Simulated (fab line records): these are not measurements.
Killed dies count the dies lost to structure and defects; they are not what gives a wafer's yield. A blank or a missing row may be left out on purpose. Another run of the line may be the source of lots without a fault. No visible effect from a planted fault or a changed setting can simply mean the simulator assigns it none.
fab line records	flow sky130
record lots=12	wafers=36	lastDay=50
route steps=708 shown VIA2@522 VIA3@593 METAL5@665 PASSIVATION@692 PAD_OPEN@708
lots that met no fault: from a run of the same line without faults
startH: the number of hours between the record's first day and the start of the first shown wafer of the lot	waitH: time in hours since the lot's previous step	" identical to the entry in the row above	L1.1+2: one row covering several wafers at once	- either no value or no given start	* or withheld: withheld	< > ~ a bound
route shown NAME@n: a module of which the file shows steps, and the number in the route of the first	usual: mean/standard deviation taken from wafers without a fault	same: alike in all rows	chamber/n: place in a boat	sites: per-site readings	_std_site: how widely they spread, as a standard deviation	_edge_site: the outer-site mean with the inner-site mean subtracted	radiusMm: for every site, how far away it sits from the centre of the wafer	mask NAME#n: copy n	behind: the tool/chamber that last shaped the wafer	hold: reason for holding the lot/hours on hold/outcome of the hold	device: the transistor (n, p or np) that didn't switch	end of line: at the end of the route, the tests of the same wafers	step lacking rows: just its recipe	killed: not the wafer's yield, but the dies lost to structure and defects at the first sort	map: a wafer's dies, marking killed ones x, the rest . and places with no die _
set.NAME: setting as actually run; set.NAME@STEP: the setting as run at that earlier step	model.NAME: the simulator's own value behind a step, which no gauge read
the route's steps for a sample of lots (tables are steps, rows are wafers)
services: a tool's chamber out of use, with start hour (startH, from the record's first day; less than 0 if before it), hours out, and reason
## steps
# step SKY_VIA2_ETCH_15
# recipe target=SiO2	chemistry=C4F8/O2/Ar	targetDepthNm=546	stopOn=TiN	maskMaterial=KrF-thick	sourceW=1500	biasW=1200	pressureMtorr=40	c4f8FlowSccm=withheld	O2_flow_sccm=6	Ar_flow_sccm=300	timeS=84
# usual oesProductAu=0.940/0.0045
lot.wafer	tool	chamber	startH	waitH	oesProductAu	rfHoursCounterH
L573.2	rieDiel-03	3	847.33	0.0	0.943	11
L573.4	"	0	"	"	0.945	-
L573.5	"	3	"	"	0.930	-
L574.2	rieDiel-04	0	865.18	0.0	0.944	15
L574.4	"	3	"	"	0.941	8
L574.6	"	0	"	"	0.938	-
L575.1	rieDiel-02	0	869.26	0.0	0.938	13
L575.2	"	2	"	"	0.937	26
L575.6	"	1	"	"	0.940	-
L576.2	rieDiel-03	3	882.85	0.0	0.936	13
L576.5	"	3	"	"	0.940	-
L576.6	"	2	"	"	0.933	-
L578.1	rieDiel-03	1	894.55	0.0	0.941	10
L578.2	"	2	"	"	0.941	1
L578.5	"	0	"	"	0.937	-
L582.1	rieDiel-02	3	924.31	0.0	0.936	16
L582.5	"	2	"	"	0.936	-
L582.6	"	3	"	"	0.939	-
L586.2	rieDiel-04	2	950.26	0.0	0.943	12
L586.4	"	0	"	"	0.940	18
L586.5	"	2	"	"	0.935	-
L588.3	rieDiel-04	1	968.78	0.0	0.938	10
L588.5	"	3	"	"	0.936	-
L588.6	"	2	"	"	0.940	-
L589.1	rieDiel-04	0	971.41	0.0	0.936	18
L589.2	"	3	"	"	0.933	11
L589.6	"	0	"	"	0.941	-
L592.1	rieDiel-02	3	989.26	0.0	0.936	18
L592.3	"	1	"	"	0.942	21
L592.6	"	3	"	"	0.941	-
L594.4	rieDiel-03	1	1008.06	0.0	0.935	13
L594.5	"	3	"	"	0.941	-
L594.6	"	2	"	"	0.941	-
L596.1	rieDiel-02	3	1025.52	0.0	0.939	19
L596.4	"	2	"	"	0.933	30
L596.6	"	0	"	"	0.942	-
# step SKY_VIA3_SPUTTER_20
# recipe material=TiN	targetThkNm=20	chamberPressurePa=5	powerW=4000	timeS=80
# usual throttleValvePct=30.2/0.55
lot.wafer	tool	chamber	startH	waitH	throttleValvePct
L573.2	pvdSputter-02	-	928.99	0.0	29.9
L573.4	"	-	"	"	30.4
L573.5	"	-	"	"	30.4
L574.2	pvdSputter-03	-	945.55	0.0	30.5
L574.4	"	-	"	"	30.0
L574.6	"	-	"	"	29.8
L575.1	pvdSputter-02	-	948.86	0.0	30.5
L575.2	"	-	"	"	31.3
L575.6	"	-	"	"	30.3
L576.2	pvdSputter-04	-	961.41	0.0	30.3
L576.5	"	-	"	"	30.6
L576.6	"	-	"	"	30.2
L578.1	pvdSputter-04	-	973.42	0.0	29.9
L578.2	"	-	"	"	30.8
L578.5	"	-	"	"	29.5
L582.1	pvdSputter-02	-	1002.11	0.0	31.4
L582.5	"	-	"	"	30.1
L582.6	"	-	"	"	31.0
L586.2	pvdSputter-04	-	1026.07	0.0	29.5
L586.4	"	-	"	"	30.2
L586.5	"	-	"	"	30.1
L588.3	pvdSputter-04	-	1043.67	0.0	30.0
L588.5	"	-	"	"	30.3
L588.6	"	-	"	"	29.5
L589.1	pvdSputter-04	-	1045.98	0.0	30.0
L589.2	"	-	"	"	29.9
L589.6	"	-	"	"	30.2
L592.1	pvdSputter-02	-	1062.30	0.0	30.3
L592.3	"	-	"	"	31.0
L592.6	"	-	"	"	30.6
L594.4	pvdSputter-03	-	1077.90	0.0	28.8
L594.5	"	-	"	"	30.1
L594.6	"	-	"	"	30.0
L596.1	pvdSputter-04	-	1095.31	0.0	30.2
L596.4	"	-	"	"	30.7
L596.6	"	-	"	"	29.9
# step SKY_METAL5_SPUTTER_04
# recipe material=TiN	targetThkNm=70	powerW=6500	timeS=58.3	chamberPressurePa=0.4
# usual throttleValvePct=30.2/0.58
lot.wafer	tool	chamber	startH	waitH	throttleValvePct
L573.2	pvdSputter-04	-	1007.02	0.0	29.9
L573.4	"	-	"	"	30.3
L573.5	"	-	"	"	29.6
L574.2	pvdSputter-02	-	1021.92	0.0	30.5
L574.4	"	-	"	"	31.3
L574.6	"	-	"	"	30.5
L575.1	pvdSputter-02	-	1025.37	0.0	30.6
L575.2	"	-	"	"	30.3
L575.6	"	-	"	"	30.4
L576.2	pvdSputter-04	-	1036.85	0.0	29.2
L576.5	"	-	"	"	30.0
L576.6	"	-	"	"	30.7
L578.1	pvdSputter-04	-	1047.38	0.0	29.9
L578.2	"	-	"	"	30.0
L578.5	"	-	"	"	29.6
L582.1	pvdSputter-04	-	1074.12	0.0	30.1
L582.5	"	-	"	"	30.2
L582.6	"	-	"	"	29.2
L586.2	pvdSputter-02	-	1094.92	0.0	30.8
L586.4	"	-	"	"	30.4
L586.5	"	-	"	"	30.5
L588.3	pvdSputter-03	-	1112.24	0.0	29.8
L588.5	"	-	"	"	29.9
L588.6	"	-	"	"	30.6
L589.1	pvdSputter-02	-	1113.74	0.0	30.4
L589.2	"	-	"	"	31.4
L589.6	"	-	"	"	30.1
L592.1	pvdSputter-04	-	1129.04	0.0	29.8
L592.3	"	-	"	"	30.8
L592.6	"	-	"	"	30.1
L594.4	pvdSputter-03	-	1142.22	0.0	29.4
L594.5	"	-	"	"	29.0
L594.6	"	-	"	"	30.1
L596.1	pvdSputter-03	-	1158.27	0.0	29.1
L596.4	"	-	"	"	30.3
L596.6	"	-	"	"	30.4
# step SKY_PASSIVATION_ETCH_11
# recipe chemistry=CF4/O2	targetDepthNm=725	stopOn=AlCu	sourceW=800	biasW=150	pressureMtorr=150	cf4FlowSccm=80	O2_flow_sccm=10	timeS=161.1
# usual drypumpMotorCurrentA=5.8/0.33	oesProductAu=0.978/0.0063	throttleValvePct=5.964/0.0087
lot.wafer	tool	chamber	startH	waitH	drypumpMotorCurrentA	oesProductAu	rfHoursCounterH	throttleValvePct
L573.2	rieDiel-01	0	1052.61	-	5.6	0.981	15	5.967
L573.4	"	3	"	"	6.0	0.989	-	5.961
L573.5	"	0	"	"	5.5	0.996	-	5.962
L574.2	rieDiel-04	0	1067.41	-	5.9	0.989	21	5.967
L574.4	"	2	"	"	6.0	0.985	15	5.962
L574.6	"	3	"	"	5.6	0.976	-	5.966
L575.1	rieDiel-04	1	1070.03	-	6.1	0.975	13	5.953
L575.2	"	2	"	"	6.0	0.965	16	5.947
L575.6	"	3	"	"	5.6	0.984	-	5.960
L576.2	rieDiel-01	3	1080.56	-	6.0	0.978	13	5.954
L576.5	"	2	"	"	5.5	0.987	-	5.954
L576.6	"	1	"	"	5.4	0.983	-	5.972
L578.1	rieDiel-03	2	1091.51	-	6.1	0.976	7	5.957
L578.2	"	0	"	"	6.0	0.973	5	5.967
L578.5	"	0	"	"	6.1	0.983	-	5.950
L582.1	rieDiel-04	3	1116.81	-	5.6	0.973	15	5.955
L582.5	"	0	"	"	5.9	0.984	-	5.972
L582.6	"	1	"	"	6.1	0.970	-	5.969
L586.2	rieDiel-03	3	1136.11	-	5.2	0.972	22	5.972
L586.4	"	0	"	"	6.1	0.976	7	5.957
L586.5	"	2	"	"	6.0	0.981	-	5.969
L588.3	rieDiel-04	0	1151.41	-	5.9	0.982	0	5.958
L588.5	"	1	"	"	6.1	0.979	-	5.959
L588.6	"	3	"	"	5.6	0.971	-	5.962
L589.1	rieDiel-03	1	1154.21	-	6.4	0.975	19	5.970
L589.2	"	0	"	"	6.1	0.975	8	5.970
L589.6	"	1	"	"	6.4	0.973	-	5.970
L592.1	rieDiel-01	1	1165.61	-	5.4	0.966	10	5.959
L592.3	"	2	"	"	5.5	0.984	25	5.963
L592.6	"	0	"	"	5.6	0.979	-	5.971
L594.4	rieDiel-03	2	1178.91	-	6.0	0.983	11	5.977
L594.5	"	2	"	"	6.0	0.986	-	5.966
L594.6	"	1	"	"	6.4	0.986	-	5.988
L596.1	rieDiel-04	1	1193.26	-	6.1	0.963	16	5.950
L596.4	"	3	"	"	5.6	0.986	17	5.945
L596.6	"	0	"	"	5.9	0.983	-	5.963
# step SKY_PAD_OPEN_PROBE_99
# usual defectLimitedYield=82.8/2	killed_at_M0_to_M3=43/7.2	killed_at_M4_up=3.0/2	killedAtContacts=24/5.5	killedAtFrontEnd=15/4.2	killedAtOther=0.3/0.51	killedDies=85/10	killedOpen=46/7.3	killedShort=38/6.4	sort_bin_3_pad_short=0.9/0.42	sort_bin_5_function=10.3/1.5	sort_bin_6_memory=6.0/1.2	sortNPass=407/10	sortYieldPct=82.8/2
# same grossDies=492	killedAtBackSide=0	sort_bin_4_leakage[%]=0	sort_bin_8_speed[%]=0
lot.wafer	tool	chamber	startH	waitH	defectLimitedYield[%]	killed_at_M0_to_M3	killed_at_M4_up	killedAtContacts	killedAtFrontEnd	killedAtOther	killedDies	killedOpen	killedShort	sort_bin_3_pad_short[%]	sort_bin_5_function[%]	sort_bin_6_memory[%]	sortNPass	sortYieldPct[%]
L582.1	prober-01	-	1139.22	0.1	79.5	42	2	39	18	0	101	53	48	0.8	12.6	7.1	391	79.5
L582.5	prober-01	-	1139.42	0.2	79.3	58	3	25	16	0	102	56	46	1.4	11.4	7.9	390	79.3
L582.6	prober-01	-	1139.47	0.2	80.7	55	1	27	12	0	95	57	38	1.4	12.6	5.3	397	80.7
L586.2	prober-02	-	1156.60	0.1	68.5	109	5	26	15	0	155	46	41	4.7	19.1	7.7	337	68.5
L586.4	prober-02	-	1156.70	0.2	74.2	77	4	24	22	0	127	46	43	4.1	15.4	6.3	365	74.2
L586.5	prober-02	-	1156.75	0.2	72.8	103	2	19	10	0	134	27	35	5.7	16.7	4.9	358	72.8
L588.3	prober-02	-	1171.93	0.2	77.6	68	4	24	14	0	110	42	32	3.5	13.4	5.5	382	77.6
L588.5	prober-02	-	1172.03	0.2	76.0	77	6	19	16	0	118	47	32	3.9	14.4	5.7	374	76.0
L588.6	prober-02	-	1172.08	0.2	71.3	101	1	24	15	0	141	49	29	4.5	17.9	6.3	351	71.3
L589.1	prober-01	-	1174.08	0.1	74.8	86	3	25	10	0	124	52	30	5.5	12.6	7.1	368	74.8
L589.2	prober-01	-	1174.13	0.1	76.4	76	3	17	20	0	116	43	32	3.7	14.0	5.9	376	76.4
L589.6	prober-01	-	1174.33	0.2	76.6	84	0	15	16	0	115	40	30	4.5	11.8	7.1	377	76.6
# killed by level:class
L582.1 CONTACT:geometricParticle:open=13 VIA1:geometricParticle:open=12 LI_CONTACT:geometricParticle:open=7 LOCAL_INTERCONNECT:geometricParticle:short=7 METAL2:geometricParticle:short=6 VIA2:geometricParticle:open=6 CONTACT:geometricParticle:short=5 METAL1:geometricParticle:short=5
L582.5 VIA1:geometricParticle:open=18 CONTACT:geometricParticle:open=10 METAL1:geometricParticle:short=7 VIA1:geometricParticle:short=7 VIA3:geometricParticle:open=7 FIELD_ISO:geometricParticle:open=5 POLY_GATE:geometricParticle:open=5 VIA3:geometricParticle:short=5
L582.6 VIA1:geometricParticle:open=14 CONTACT:geometricParticle:open=10 VIA2:geometricParticle:open=10 LI_CONTACT:geometricParticle:open=7 METAL1:geometricParticle:short=7 FIELD_ISO:geometricParticle:open=5 VIA3:geometricParticle:open=5 VIA1:geometricParticle:short=4
L586.2 VIA2:unspecified=68 VIA1:geometricParticle:open=12 CONTACT:geometricParticle:open=9 LI_CONTACT:geometricParticle:open=8 METAL2:geometricParticle:short=7 FIELD_ISO:geometricParticle:open=4 LI_CONTACT:geometricParticle:short=4 VIA1:geometricParticle:short=4
L586.4 VIA2:unspecified=38 METAL2:geometricParticle:short=9 POLY_GATE:geometricParticle:short=8 LI_CONTACT:geometricParticle:open=8 CONTACT:geometricParticle:open=8 VIA1:geometricParticle:open=8 VIA3:geometricParticle:open=6 VIA2:geometricParticle:open=5
L586.5 VIA2:unspecified=72 VIA1:geometricParticle:open=7 CONTACT:geometricParticle:short=7 VIA3:geometricParticle:open=5 CONTACT:geometricParticle:open=4 POLY_GATE:geometricParticle:short=3 LI_CONTACT:geometricParticle:short=3 METAL1:geometricParticle:short=3
L588.3 VIA2:unspecified=36 CONTACT:geometricParticle:open=10 VIA1:geometricParticle:open=8 LI_CONTACT:geometricParticle:open=7 LOCAL_INTERCONNECT:geometricParticle:short=5 VIA3:geometricParticle:open=5 FIELD_ISO:geometricParticle:short=4 VIA1:geometricParticle:short=4
L588.5 VIA2:unspecified=39 VIA1:geometricParticle:open=10 VIA2:geometricParticle:open=7 VIA3:geometricParticle:open=6 LI_CONTACT:geometricParticle:open=5 FIELD_ISO:geometricParticle:short=4 CONTACT:geometricParticle:open=4 LOCAL_INTERCONNECT:geometricParticle:short=4
L588.6 VIA2:unspecified=63 CONTACT:geometricParticle:open=11 VIA1:geometricParticle:open=10 VIA1:geometricParticle:short=8 VIA3:geometricParticle:open=8 LI_CONTACT:geometricParticle:open=7 FIELD_ISO:geometricParticle:short=4 FIELD_ISO:geometricParticle:open=4
L589.1 VIA2:unspecified=42 VIA1:geometricParticle:open=11 CONTACT:geometricParticle:open=8 VIA3:geometricParticle:open=8 LI_CONTACT:geometricParticle:open=7 VIA2:geometricParticle:short=6 VIA2:geometricParticle:open=6 CONTACT:geometricParticle:short=5
L589.2 VIA2:unspecified=41 VIA2:geometricParticle:open=9 LI_CONTACT:geometricParticle:open=8 METAL2:geometricParticle:short=8 FIELD_ISO:geometricParticle:open=6 VIA1:geometricParticle:open=6 POLY_GATE:geometricParticle:short=5 CONTACT:geometricParticle:open=5
L589.6 VIA2:unspecified=45 VIA1:geometricParticle:open=9 VIA2:geometricParticle:open=8 CONTACT:geometricParticle:open=7 VIA3:geometricParticle:open=6 FIELD_ISO:geometricParticle:open=5 METAL1:geometricParticle:short=5 METAL2:geometricParticle:short=4
## services
tool	chamber	startH	hours	kind
rieDiel-02	2	837.86	4.6	repair
pvdSputter-04	-	859.06	4.7	repair
rieDiel-02	-	889.46	14.6	pm
rieDiel-03	-	896.80	15.6	pm
rieDiel-04	1	903.66	8.8	repair
rieDiel-03	-	912.40	14.6	pm
rieDiel-02	3	913.22	3.4	repair
rieDiel-03	2	934.23	3.7	repair
rieDiel-03	-	955.93	1.2	repair
rieDiel-03	3	966.75	7.6	repair
rieDiel-02	2	988.96	4.2	repair
rieDiel-04	0	992.85	20.4	repair
rieDiel-02	0	1002.51	5.0	repair
pvdSputter-03	-	1046.42	24.0	repair
pvdSputter-04	-	1059.59	7.5	repair
rieDiel-04	-	1071.11	28.1	pm
rieDiel-02	-	1111.04	0.1	repair
rieDiel-04	-	1120.65	2.8	pm
rieDiel-04	2	1144.85	10.8	repair
rieDiel-02	1	1157.05	13.7	repair
rieDiel-04	-	1158.13	14.6	pm
rieDiel-04	3	1174.69	12.6	repair
pvdSputter-03	-	1180.62	4.4	repair
rieDiel-04	2	1182.29	3.4	repair
## key
firstSign step=SKY_PAD_OPEN_PROBE_99	reading=sort_bin_3_pad_short	direction=up	sigmas=8.6	usual=0.9	struck=4.4
effect step=SKY_PAD_OPEN_PROBE_99	reading=killed_at_M0_to_M3	direction=up	sigmas=6.1	usual=43	struck=87
metAt SKY_VIA2_ETCH_15
struckLots L586,L588,L589
notActingAt SKY_VIA3_SPUTTER_20,SKY_METAL5_SPUTTER_04,SKY_PASSIVATION_ETCH_11
onsetBetween 865.18 950.26
fault kind=chamberParticleSource	tool=rieDiel-04	chamber=-	onsetH=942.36	steps=SKY_VIA2_ETCH_15	ratePerVisitCm2=1.8001	endH=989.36
